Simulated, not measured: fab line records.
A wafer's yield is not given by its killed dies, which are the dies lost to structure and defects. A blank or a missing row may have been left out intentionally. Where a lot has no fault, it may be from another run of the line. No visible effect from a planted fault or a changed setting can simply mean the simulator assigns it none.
Problem report in the 8D (eight disciplines) form, filled by code -- flow gf180mcu -- the parts of the form that need people (team, actions taken, sign-off) are left out

1. WHAT IS WRONG
Wafers without a fault read 85.70 W with a standard deviation of 0.093, while heater power total W at GF_M3_PEB_12 averages 86.56 W across 2 wafers of 1 lot. Measured from the usual mean, that is +9.2 standard deviations.
The step: peb time 90 s.
Seen first at day 26 20:04 on litho track-02, wafer L964.5. The record has a number at this step for 14 wafers belonging to 5 lots. Rule for "out" (also "out of limits"): further than 4 standard deviations from the usual mean. The rest of the wafers with a number are treated as sound.

2. WHAT THIS IS AND IS NOT
question,is,is not
which readings at this step,heater power total W,exhaust pa
which lots,L964,"L953, L954, L970, L971"
which wafers of those lots,all that have a number,-
read on which tools,litho track-02,"litho track-03, litho track-04"
when,from day 26 20:04,"up to then (6 sound wafers); but 6 sound wafers of L970, L971 came after"

3. SUSPECTS, AND WHAT RULES EACH OUT
Counting: a tool stays on the suspect list if, at a process step up to the reading, it processed all lots that are out and no sound lot following the first of them.
- pvd sputter-04 at GF_M3_SPUTTER_00 (material Ti, target thk 37.5 nm, time 150 s): ruled out as a lasting fault. After its first lot that is out, L964 (day 25 23:22), sound lots L970, L971 ran on it.
- pvd sputter-04 at GF_M3_SPUTTER_01 (material TiN, target thk 30 nm, time 25 s): ruled out as a lasting fault. After its first lot that is out, L964 (day 25 23:26), sound lots L970, L971 ran on it.
- pvd sputter-04 at GF_M3_SPUTTER_02 (material AlCu, target thk 450 nm, time 23.9 s): ruled out as a lasting fault. After its first lot that is out, L964 (day 25 23:28), sound lots L970, L971 ran on it.
- pvd sputter-04 at GF_M3_SPUTTER_03 (material Ti, target thk 10 nm, time 6.7 s): ruled out as a lasting fault. After its first lot that is out, L964 (day 25 23:29), sound lots L970, L971 ran on it.
- pvd sputter-04 at GF_M3_SPUTTER_04 (material TiN, target thk 50 nm, time 41.7 s): ruled out as a lasting fault. After its first lot that is out, L964 (day 25 23:31), sound lots L970, L971 ran on it.
- litho track-02 at GF_M3_PEB_12 (peb time 90 s): kept. It ran the lot that is out, L964 (day 26 20:04), and no sound lot after that; its last sound lot up to then is L954 (day 23 15:28). Its own heater power total W readings are out on those wafers.
The count leaves litho track-02 at GF_M3_PEB_12.

4. THE CAUSE (what the simulator had put in)
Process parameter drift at GF_M3_PEB_12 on litho track-02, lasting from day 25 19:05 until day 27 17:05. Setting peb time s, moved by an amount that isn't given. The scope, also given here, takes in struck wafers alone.
Only this tool survived the counting.

5. THE CHAIN OF EFFECTS, in route order
Rows list readings where the struck wafers' mean (over those with a number) sits beyond 3 standard deviations from the usual. Only readings for which the record gives a usual standard deviation are gone through. hours: the time from each lot's start at the first step in this table that gives one to its start at this step, as a median over the lots. sigmas: the change in usual standard deviations.
hours,step,reading,usual,on struck wafers,change,sigmas
0,GF_M3_PEB_12,heater power total W,85.70 W,86.56,+0.86,+9.2
The process steps in it:
- GF_M3_PEB_12: peb time 90 s.

6. WHAT WOULD HAVE CAUGHT IT SOONER
25 hours passed between the start of the fault at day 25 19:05 and the first reading out of limits in this record, taken at day 26 20:04.
